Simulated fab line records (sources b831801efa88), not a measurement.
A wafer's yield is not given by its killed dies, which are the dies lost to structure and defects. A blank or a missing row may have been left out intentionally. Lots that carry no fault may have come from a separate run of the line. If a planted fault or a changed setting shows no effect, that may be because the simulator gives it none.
Chamber matching + flow sky130 + SKY_FIELD_ISO_ETCH_15 on rieDiel-03 has 4 sister chambers
The step etches the open film in CHF3/O2, stops on Si, target depth 180 nm, time 72 s. 7 wafers are shown with their chamber, then 7 later ones without.

== EACH WAFER AND ITS CHAMBER ==
| wafer  | chamber | throttleValvePct (%) | oesProductAu (a.u.) |
|--------|---------|----------------------|---------------------|
| L086.3 | 1       | 8.846                | 0.954               |
| L086.4 | 3       | 8.836                | 0.952               |
| L086.6 | 1       | 8.830                | 0.944               |
| L088.3 | 2       | 8.846                | 0.949               |
| L088.4 | 3       | 8.853                | 0.941               |
| L091.3 | 0       | 8.847                | 0.943               |
| L091.5 | 0       | 8.843                | 0.935               |

== WAFERS WITH NO CHAMBER GIVEN ==
| wafer  | throttleValvePct (%) | oesProductAu (a.u.) |
|--------|----------------------|---------------------|
| L091.6 | 8.830                | 0.940               |
| L092.2 | 8.855                | 0.940               |
| L092.3 | 8.835                | 0.948               |
| L092.4 | 8.847                | 0.952               |
| L095.2 | 8.848                | 0.949               |
| L095.4 | 8.835                | 0.949               |
| L095.5 | 8.853                | 0.951               |

== CHAMBER TAKEN BY EACH ==
| wafer  | from the rows above               | in truth |
|--------|-----------------------------------|----------|
| L091.6 | can't be placed: 1 or 0 or 3 or 2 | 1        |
| L092.2 | can't be placed: 0 or 3 or 2 or 1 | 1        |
| L092.3 | can't be placed: 1 or 3 or 2 or 0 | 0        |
| L092.4 | can't be placed: 2 or 3 or 1 or 0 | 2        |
| L095.2 | can't be placed: 2 or 3 or 1 or 0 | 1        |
| L095.4 | can't be placed: 1 or 3 or 2 or 0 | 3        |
| L095.5 | can't be placed: 2 or 3 or 1 or 0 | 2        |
Placed correctly: 0 of 7. These rows do not allow placing 7 (true chamber among the candidates in 7). 0 placed wrongly.
How it was worked out, from the rows above alone: a wafer's distance from a chamber is the root of the sum, over the readings, of the square of ((its reading less the chamber's mean) divided by the reading's scatter). If the next closest chamber is less than 2 further off than the closest, the wafer can't be placed; otherwise it belongs to the closest. Each chamber's mean is taken over the wafers shown for it. The scatter: the root of (the sum of the squares of (reading less its chamber's mean) over the shown wafers, divided by (wafers less chambers)).
